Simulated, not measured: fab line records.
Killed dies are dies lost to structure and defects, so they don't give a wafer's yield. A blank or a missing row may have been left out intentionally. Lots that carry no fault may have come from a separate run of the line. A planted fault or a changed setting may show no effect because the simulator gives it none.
fab line records	flow sky130
[record] lots = 6	wafers = 18	last_day = 50
route steps=708 shown METAL2@504 VIA2@507 PAD_OPEN@708
lots with no fault: from the same line, run without faults
start_h: hours from the record's first day to the start of the lot's first wafer shown	wait_h: how many hours have passed since the lot's step before this one	" repeats the value in the row above	L1.1+2: a single row standing in for several wafers	- no value, or no start given	* or withheld: withheld	< > ~ a bound
route shown NAME@n: NAME is a module with steps in the file, n the number in the route of the first one	usual: average and standard deviation across the fault-free wafers	same: alike in all rows	chamber/n: place in a boat	sites: each site's reading	_std_site: how widely they spread, as a standard deviation	_edge_site: outer sites' mean less inner sites'	radius_mm: for every site, how far away it sits from the centre of the wafer	mask NAME#n: copy n	behind: the tool/chamber that last shaped the wafer	hold: the reason the lot was held/the length of the hold in hours/how it ended	device: names the non-switching transistor (n, p or np)	end of line: tests run on the same wafers once the route is complete	a step with no rows: only its recipe	killed: dies that structure and defects cost at the first sort, which is not the same as the wafer's yield	map: shows each die of a wafer: x if killed, . if not, _ if none is there
set.NAME: setting as actually run; set.NAME@STEP: the setting as run at that earlier step	model.NAME: the simulator's own value behind a step, which no gauge read
lots at some steps of the route; a table a step, a row a wafer
services: when a tool's chamber went out of use (start_h, in hours from the record's first day, below 0 if earlier), for how many hours, and the reason
[[steps]]
[step SKY_METAL2_STRIP_21]
[recipe] chemistry = post_etch_residue_remover	time_s = 1200	temp_c = 72.5
[step SKY_METAL2_CLEAN_22]
[recipe] chemistry = IPA	time_s = 180	temp_c = 25
[step SKY_METAL2_CLEAN_23]
[recipe] chemistry = O3/DIW	dry = n2_spin
[step SKY_VIA2_HDPCVD_00]
[recipe] material = SiO2	target_thk_nm = 1180	sigma_open_frac = 0.3	time_s = 196.7	temp_c = 400	sih4_flow_sccm = 60	pressure_mtorr = 6
[step SKY_VIA2_THK_MEAS_01]
[recipe] reads = SiO2_of_VIA2_HDPCVD_00
[usual] VIA2_HDPCVD_THK = 1181/13
lot.wafer	tool	chamber	start_h	wait_h	VIA2_HDPCVD_THK[nm]
L310.2	film_metro-04	-	826.44	0.1	1168
L310.4	"	-	"	"	1168
L310.6	"	-	"	"	1182
L313.3	film_metro-04	-	854.36	0.1	1173
L313.4	"	-	"	"	1180
L313.6	"	-	"	"	1205
L322.3	film_metro-03	-	915.33	0.1	1177
L322.4	"	-	"	"	1192
L322.6	"	-	"	"	1181
L323.2	film_metro-04	-	926.07	0.1	1188
L323.4	"	-	"	"	1168
L323.6	"	-	"	"	1184
L331.2	film_metro-02	-	967.43	0.1	1211
L331.4	"	-	"	"	1202
L331.6	"	-	"	"	1204
L333.4	film_metro-03	-	986.44	0.0	1181
L333.5	"	-	"	"	1180
L333.6	"	-	"	"	1175
[step SKY_VIA2_CMP_02]
[recipe] material = SiO2	down_force_psi = 4	platen_rpm = 60	pad_velocity_m_s = 0.94248
[usual] motor_current_A = 12.0/1.2	slurry_flow_ml_min = 150.0/0.52
lot.wafer	tool	chamber	start_h	wait_h	motor_current_A	slurry_flow_ml_min
L310.4	cmp-01	1	826.59	0.1	11.6	150.7
L310.2	"	2	"	"	11.2	150.8
L310.6	"	3	"	"	11.9	150.0
L313.4	cmp-01	0	854.40	0.0	12.8	150.5
L313.3	"	1	"	"	10.7	149.1
L313.6	"	0	"	"	11.8	149.9
L322.3	cmp-02	2	915.60	0.3	13.0	149.4
L322.4	"	1	"	"	11.3	149.9
L322.6	"	2	"	"	12.0	149.6
L323.4	cmp-02	1	926.12	0.0	11.8	149.9
L323.2	"	0	"	"	15.2	150.1
L323.6	"	2	"	"	12.3	149.6
L331.2	cmp-02	1	967.73	0.3	11.5	150.2
L331.4	"	3	"	"	10.2	150.4
L331.6	"	2	"	"	12.6	150.0
L333.4	cmp-01	1	986.52	0.1	10.8	150.3
L333.6	"	0	"	"	12.3	149.7
L333.5	"	1	"	"	10.9	150.1
[step SKY_VIA2_BOW_MEAS_03]
[recipe] mode = bow
[usual] VIA2_BOW = 85/7.3
lot.wafer	tool	chamber	start_h	wait_h	VIA2_BOW[um]
L310.2	film_metro-02	-	826.81	0.1	81
L310.4	"	-	"	"	99
L310.6	"	-	"	"	72
L313.3	film_metro-03	-	854.74	0.2	85
L313.4	"	-	"	"	82
L313.6	"	-	"	"	88
L322.3	film_metro-02	-	915.94	0.3	83
L322.4	"	-	"	"	90
L322.6	"	-	"	"	89
L323.2	film_metro-03	-	926.44	0.1	82
L323.4	"	-	"	"	68
L323.6	"	-	"	"	74
L331.2	film_metro-02	-	968.05	0.3	82
L331.4	"	-	"	"	87
L331.6	"	-	"	"	89
L333.4	film_metro-02	-	986.83	0.3	84
L333.5	"	-	"	"	91
L333.6	"	-	"	"	81
[step SKY_VIA2_DEHYDRATE_04]
[recipe] temp_c = 200	time_s = 60
[step SKY_VIA2_HMDS_05]
[recipe] prime_time_s = 60	prime_temp_c = 120
[step SKY_VIA2_COAT_06]
[recipe] resist = BARC	temp_c = withheld	time_s = withheld	spin_rpm = 3000	resist_thk_nm = 60
[step SKY_VIA2_COAT_07]
[recipe] resist = KrF-thick	spin_rpm = 3000	resist_thk_nm = 450
[step SKY_VIA2_SOFTBAKE_08]
[recipe] temp_c = 100	time_s = 90	resist = KrF-thick
[step SKY_VIA2_EXPOSE_09]
[recipe] mask_id = VIM2	na = 0.8	source_shape = annular	sigma_inner = 0.55	sigma_outer = 0.85	target_cd_nm = 200	dose_mj = 38
[usual] focus_offset_nm = 0.1/0.59
lot.wafer	tool	chamber	start_h	wait_h	mask	focus_offset_nm
L310.2	krf_scanner-01	0	839.90	-	VIM2#0	-0.6
L310.4	"	0	"	"	VIM2#0	0.3
L310.6	"	0	"	"	VIM2#0	-0.1
L313.3	krf_scanner-02	0	867.93	-	VIM2#0	-1.1
L313.4	"	0	"	"	VIM2#0	-0.6
L313.6	"	0	"	"	VIM2#0	-0.5
L322.3	krf_scanner-01	0	928.02	-	VIM2#0	0.1
L322.4	"	0	"	"	VIM2#0	0.3
L322.6	"	0	"	"	VIM2#0	0.1
L323.2	krf_scanner-01	0	939.13	-	VIM2#0	0.6
L323.4	"	0	"	"	VIM2#0	0.4
L323.6	"	0	"	"	VIM2#0	-0.6
L331.2	krf_scanner-02	0	980.18	-	VIM2#0	0.7
L331.4	"	0	"	"	VIM2#0	0.3
L331.6	"	0	"	"	VIM2#0	-0.6
L333.4	krf_scanner-01	0	998.32	-	VIM2#0	-0.4
L333.5	"	0	"	"	VIM2#0	-0.7
L333.6	"	0	"	"	VIM2#0	-0.8
[step SKY_VIA2_PEB_10]
[recipe] peb_temp_c = withheld	peb_time_s = withheld	resist = KrF-thick
[step SKY_VIA2_DEVELOP_11]
[recipe] develop_time_s = 60	resist = KrF-thick	dev_temp_c = 21
[step SKY_VIA2_CD_MEAS_12]
[recipe] target_cd_nm = 200
[usual] cd_nm = 200.6/1.3
lot.wafer	tool	chamber	start_h	wait_h	cd_nm
L310.2	cd_sem-02	-	852.26	-	201.1
L310.4	"	-	"	"	200.0
L310.6	"	-	"	"	201.6
L313.3	cd_sem-02	-	880.95	-	201.9
L313.4	"	-	"	"	201.8
L313.6	"	-	"	"	200.2
L322.3	cd_sem-01	-	940.34	-	198.5
L322.4	"	-	"	"	199.8
L322.6	"	-	"	"	173.8
L323.2	cd_sem-01	-	950.77	-	203.5
L323.4	"	-	"	"	200.9
L323.6	"	-	"	"	176.5
L331.2	cd_sem-01	-	992.13	-	200.3
L331.4	"	-	"	"	201.5
L331.6	"	-	"	"	201.3
L333.4	cd_sem-01	-	1009.72	-	200.7
L333.5	"	-	"	"	200.8
L333.6	"	-	"	"	200.2
[step SKY_VIA2_OVL_MEAS_13]
[usual] VIA2_OVL = 2/5
lot.wafer	tool	chamber	start_h	wait_h	VIA2_OVL[nm]
L310.2	overlay-01	-	852.37	0.1	8
L310.4	"	-	"	"	4
L310.6	"	-	"	"	4
L313.3	overlay-02	-	881.04	0.1	-1
L313.4	"	-	"	"	4
L313.6	"	-	"	"	-5
L322.3	overlay-02	-	940.43	0.1	12
L322.4	"	-	"	"	7
L322.6	"	-	"	"	9
L323.2	overlay-01	-	950.87	0.1	-1
L323.4	"	-	"	"	1
L323.6	"	-	"	"	5
L331.2	overlay-02	-	992.24	0.1	-2
L331.4	"	-	"	"	0
L331.6	"	-	"	"	3
L333.4	overlay-01	-	1009.80	0.1	-6
L333.5	"	-	"	"	1
L333.6	"	-	"	"	4
[step SKY_VIA2_ETCH_14]
[recipe] chemistry = N2/H2	target = BARC	ion_energy_ev = 200	source_w = 500	bias_w = 100	pressure_mtorr = 30	n2_flow_sccm = 100	h2_flow_sccm = 200	stop_on = SiO2	time_s = 45.9	target_depth_a = 600
[usual] chamber_pressure_mTorr = 29.999/0.028	drypump_motor_current_A = 5.7/0.42	oes_product_au = 0.855/0.0047	throttle_valve_pct = 13.224/0.0096
lot.wafer	tool	chamber	start_h	wait_h	chamber_pressure_mTorr	drypump_motor_current_A	oes_product_au	rf_hours_counter_h	throttle_valve_pct	model.VIA2.cd_nm
L310.2	rie_diel-02	2	852.40	0.0	29.966	6.1	0.850	21	13.224	202.2
L310.4	"	3	"	"	29.985	5.2	0.851	7	13.235	200.1
L310.6	"	0	"	"	29.991	6.2	0.857	-	13.211	202.2
L313.3	rie_diel-04	2	881.07	0.0	29.948	5.7	0.860	14	13.228	202.1
L313.4	"	3	"	"	29.980	5.4	0.858	16	13.238	201.9
L313.6	"	1	"	"	29.989	5.9	0.856	-	13.220	200.3
L322.3	rie_diel-02	0	940.45	0.0	30.032	6.2	0.854	12	13.232	199
L322.4	"	2	"	"	29.995	6.1	0.848	23	13.219	201
L322.6	"	0	"	"	30.011	6.2	0.860	-	13.207	174.4
L323.2	rie_diel-03	0	950.90	0.0	30.004	6.0	0.850	12	13.224	204.2
L323.4	"	1	"	"	30.001	5.2	0.860	14	13.208	201
L323.6	"	0	"	"	29.971	6.0	0.844	-	13.244	177.8
L331.2	rie_diel-03	0	992.27	0.0	29.984	6.0	0.857	13	13.237	201
L331.4	"	3	"	"	29.990	5.4	0.858	26	13.236	201.5
L331.6	"	2	"	"	30.006	6.4	0.850	-	13.229	200.5
L333.4	rie_diel-04	0	1009.82	0.0	30.017	5.0	0.859	4	13.228	200.3
L333.5	"	3	"	"	30.008	5.4	0.850	-	13.226	202.1
L333.6	"	2	"	"	30.013	5.7	0.858	-	13.224	200.9
[step SKY_VIA2_ETCH_15]
[recipe] target = SiO2	chemistry = C4F8/O2/Ar	target_depth_nm = 546	stop_on = TiN	mask_material = KrF-thick	source_w = 1500	bias_w = 1200	pressure_mtorr = 40	c4f8_flow_sccm = withheld	O2_flow_sccm = 6	Ar_flow_sccm = 300	time_s = 84
[usual] chamber_pressure_mTorr = 40.00/0.035	oes_product_au = 0.940/0.005
lot.wafer	tool	chamber	start_h	wait_h	chamber_pressure_mTorr	oes_product_au	rf_hours_counter_h	model.VIA2.cd_nm
L310.2	rie_diel-02	2	852.44	0.0	40.03	0.944	21	198.4
L310.4	"	3	"	"	39.94	0.929	7	201.1
L310.6	"	0	"	"	39.97	0.941	-	200.4
L313.3	rie_diel-04	2	881.11	0.0	40.05	0.947	14	203.4
L313.4	"	3	"	"	40.05	0.949	16	204.1
L313.6	"	1	"	"	40.04	0.940	-	193.9
L322.3	rie_diel-02	0	940.49	0.0	40.06	0.942	12	198.7
L322.4	"	2	"	"	40.06	0.934	23	196.5
L322.6	"	0	"	"	40.00	0.941	-	174.4
L323.2	rie_diel-03	0	950.94	0.0	39.96	0.946	12	204
L323.4	"	1	"	"	40.01	0.939	14	201.5
L323.6	"	0	"	"	40.00	0.939	-	176.2
L331.2	rie_diel-03	0	992.31	0.0	40.00	0.939	13	203.6
L331.4	"	3	"	"	39.98	0.942	26	201.3
L331.6	"	2	"	"	40.02	0.937	-	204.7
L333.4	rie_diel-04	0	1009.86	0.0	39.97	0.942	4	197.5
L333.5	"	3	"	"	40.06	0.933	-	205.6
L333.6	"	2	"	"	39.99	0.948	-	201.7
[step SKY_VIA2_STRIP_16]
[recipe] chemistry = O2/N2	power_w = 1400	pressure_mtorr = 1500	platen_temp_c = withheld	o2_flow_sccm = 3000	n2_flow_sccm = 300	overash_fraction = 0.5
[usual] chamber_pressure_mTorr = 1500.1/1.3	drypump_motor_current_A = 6.0/0.43	oes_product_au = 0.399/0.0045	strip_time_to_endpoint_s = 4.06/0.031
lot.wafer	tool	chamber	start_h	wait_h	chamber_pressure_mTorr	drypump_motor_current_A	oes_product_au	rf_hours_counter_h	strip_time_to_endpoint_s
L310.2	plasma_asher-04	1	852.51	0.0	1500.0	5.3	0.398	95	4.06
L310.4	"	1	"	"	1498.5	5.3	0.397	-	4.05
L310.6	"	1	"	"	1499.9	5.3	0.400	-	4.05
L313.3	plasma_asher-02	0	881.20	0.1	1500.0	5.8	0.406	-	4.09
L313.4	"	1	"	"	1500.0	6.1	0.398	-	4.04
L313.6	"	1	"	"	1499.4	6.0	0.395	-	4.03
L322.3	plasma_asher-02	1	940.59	0.1	1503.0	6.1	0.396	-	4.06
L322.4	"	0	"	"	1501.4	5.8	0.404	-	4.08
L322.6	"	1	"	"	1499.5	6.1	0.401	-	4.04
L323.2	plasma_asher-04	1	951.01	0.0	1500.2	5.2	0.398	105	4.04
L323.4	"	1	"	"	1501.5	5.2	0.401	-	4.08
L323.6	"	1	"	"	1501.6	5.3	0.405	-	4.02
L331.2	plasma_asher-04	1	992.37	0.0	1500.3	5.3	0.400	109	4.06
L331.4	"	1	"	"	1501.3	5.3	0.387	-	4.09
L331.6	"	1	"	"	1498.7	5.3	0.396	-	4.06
L333.4	plasma_asher-01	1	1009.96	0.1	1500.3	6.7	0.395	-	4.05
L333.5	"	1	"	"	1500.6	6.7	0.394	-	3.99
L333.6	"	0	"	"	1500.4	6.2	0.391	-	4.06
[step SKY_PAD_OPEN_PROBE_99]
lot.wafer	tool	chamber	start_h	wait_h	model.etest.via2_chain.rc_ohm
L310.2	prober-02	-	1078.46	0.1	10.47
L310.4	prober-02	-	1078.56	0.2	9.973
L310.6	prober-02	-	1078.66	0.2	9.912
L313.3	prober-02	-	1102.64	0.2	9.748
L313.4	prober-02	-	1102.69	0.2	9.767
L313.6	prober-02	-	1102.79	0.2	10.86
L322.3	prober-02	-	1150.27	0.2	10.41
L322.4	prober-02	-	1150.32	0.2	10.61
L322.6	prober-02	-	1150.42	0.2	12.48
L323.2	prober-01	-	1157.41	0.1	9.474
L323.4	prober-01	-	1157.51	0.2	9.758
L323.6	prober-01	-	1157.61	0.2	12.7
L331.2	prober-02	-	1188.57	0.1	9.941
L331.4	prober-02	-	1188.67	0.2	9.632
L331.6	prober-02	-	1188.77	0.2	9.522
L333.4	prober-01	-	1198.74	0.2	10.31
L333.5	prober-01	-	1198.79	0.2	9.476
L333.6	prober-01	-	1198.84	0.2	9.976
// killed by level:class
L310.2 CONTACT:geometric_particle:open=12 VIA1:geometric_particle:open=11 METAL1:geometric_particle:short=9 LI_CONTACT:geometric_particle:open=7 VIA3:geometric_particle:open=7 FIELD_ISO:geometric_particle:short=6 VIA2:geometric_particle:open=5 LOCAL_INTERCONNECT:geometric_particle:short=5
L310.4 CONTACT:geometric_particle:open=12 VIA1:geometric_particle:open=10 VIA2:geometric_particle:open=8 METAL2:geometric_particle:short=7 VIA3:geometric_particle:short=7 POLY_GATE:geometric_particle:short=6 METAL1:geometric_particle:short=6 VIA3:geometric_particle:open=6
L310.6 VIA1:geometric_particle:open=17 VIA3:geometric_particle:open=11 LI_CONTACT:geometric_particle:open=9 POLY_GATE:geometric_particle:open=8 CONTACT:geometric_particle:open=8 VIA2:geometric_particle:open=6 METAL4:geometric_particle:short=5 METAL2:geometric_particle:short=5
L313.3 VIA2:geometric_particle:open=10 FIELD_ISO:geometric_particle:short=8 CONTACT:geometric_particle:open=8 FIELD_ISO:geometric_particle:open=7 LI_CONTACT:geometric_particle:open=5 CONTACT:geometric_particle:short=5 METAL4:geometric_particle:short=5 POLY_GATE:geometric_particle:short=4
L313.4 VIA3:geometric_particle:open=11 POLY_GATE:geometric_particle:short=9 VIA1:geometric_particle:open=7 METAL1:geometric_particle:short=6 VIA1:geometric_particle:short=6 CONTACT:geometric_particle:short=5 CONTACT:geometric_particle:open=5 METAL2:geometric_particle:short=5
L313.6 VIA1:geometric_particle:open=8 CONTACT:geometric_particle:open=7 VIA2:geometric_particle:open=6 VIA3:geometric_particle:open=6 FIELD_ISO:geometric_particle:open=5 VIA1:geometric_particle:short=5 LI_CONTACT:geometric_particle:open=4 CONTACT:geometric_particle:short=4
L331.2 VIA1:geometric_particle:open=16 LI_CONTACT:geometric_particle:open=8 VIA3:geometric_particle:open=8 METAL2:geometric_particle:short=7 FIELD_ISO:geometric_particle:open=5 POLY_GATE:geometric_particle:open=5 CONTACT:geometric_particle:short=5 POLY_GATE:geometric_particle:short=4
L331.4 VIA1:geometric_particle:open=10 VIA3:geometric_particle:open=7 FIELD_ISO:geometric_particle:short=6 METAL1:geometric_particle:short=6 FIELD_ISO:geometric_particle:open=4 CONTACT:geometric_particle:open=4 LI_CONTACT:geometric_particle:short=3 LI_CONTACT:geometric_particle:open=3
L331.6 METAL2:geometric_particle:short=12 VIA1:geometric_particle:open=11 LI_CONTACT:geometric_particle:open=9 FIELD_ISO:geometric_particle:short=5 FIELD_ISO:geometric_particle:open=5 VIA2:geometric_particle:short=5 METAL3:geometric_particle:short=5 VIA3:geometric_particle:open=5
L333.4 CONTACT:geometric_particle:open=14 CONTACT:geometric_particle:short=9 LI_CONTACT:geometric_particle:open=8 VIA3:geometric_particle:open=6 VIA1:geometric_particle:open=6 VIA2:geometric_particle:open=6 POLY_GATE:geometric_particle:open=4 METAL2:geometric_particle:short=4
L333.5 CONTACT:geometric_particle:open=11 VIA1:geometric_particle:open=10 VIA3:geometric_particle:open=9 LI_CONTACT:geometric_particle:open=7 CONTACT:geometric_particle:short=6 METAL2:geometric_particle:short=5 FIELD_ISO:geometric_particle:short=4 LOCAL_INTERCONNECT:geometric_particle:short=4
L333.6 CONTACT:geometric_particle:open=8 POLY_GATE:geometric_particle:open=7 VIA3:geometric_particle:open=6 CONTACT:geometric_particle:short=6 VIA2:geometric_particle:open=6 LI_CONTACT:geometric_particle:open=6 VIA1:geometric_particle:open=5 POLY_GATE:geometric_particle:short=4
[[services]]
tool	chamber	start_h	hours	kind
rie_diel-04	0	810.69	2.5	repair
plasma_asher-02	-	813.28	2.8	pm
krf_scanner-02	-	815.93	1.3	pm
cmp-01	-	820.77	0.5	repair
krf_scanner-01	-	837.47	1.3	pm
cmp-02	-	838.25	2.7	repair
rie_diel-02	3	842.10	3.3	repair
krf_scanner-01	-	867.47	4.0	pm
krf_scanner-01	-	874.11	2.5	repair
plasma_asher-02	-	877.02	4.0	repair
krf_scanner-02	-	884.27	3.6	pm
krf_scanner-01	-	891.47	8.2	repair
rie_diel-04	1	896.15	8.5	repair
cmp-02	-	899.44	6.2	repair
cmp-02	-	906.38	4.1	repair
krf_scanner-01	-	908.47	1.0	pm
cmp-01	-	912.06	4.0	pm
rie_diel-02	0	913.73	2.1	repair
rie_diel-04	2	925.67	8.3	repair
cmp-02	-	933.24	1.0	repair
krf_scanner-01	-	934.57	0.8	pm
krf_scanner-01	-	977.04	5.6	repair
krf_scanner-01	-	980.23	0.4	repair
rie_diel-02	-	994.60	15.6	pm
[[key]]
[first_sign] step = SKY_VIA2_CD_MEAS_12	reading = cd_nm	direction = down	sigmas = 19	usual = 200.6	struck = 175.2
effect none on later readings
[model_effect] step = SKY_VIA2_ETCH_14	value = VIA2.cd_nm	without = 202.4	struck = 176.1
[model_effect] step = SKY_VIA2_ETCH_15	value = VIA2.cd_nm	without = 201.6	struck = 175.3
[model_effect] step = SKY_PAD_OPEN_PROBE_99	value = etest.via2_chain.rc_ohm	without = 9.625	struck = 12.59
met_at SKY_VIA2_EXPOSE_09
struck_wafers L322.6,L323.6
sort_left_out L322.6,L323.6
onset_between 839.90 928.02
[fault] kind = process_parameter_drift	tool = krf_scanner-01	chamber = -	onset_h = 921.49	steps = SKY_VIA2_EXPOSE_09	channel = focus_nm	offset = 295.27	shape = step	end_h = 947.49	scope = struck_wafers_only
// sort_left_out: the simulated sort isn't trusted on such a fault, so these wafers' sort isn't shown, and their yield isn't known
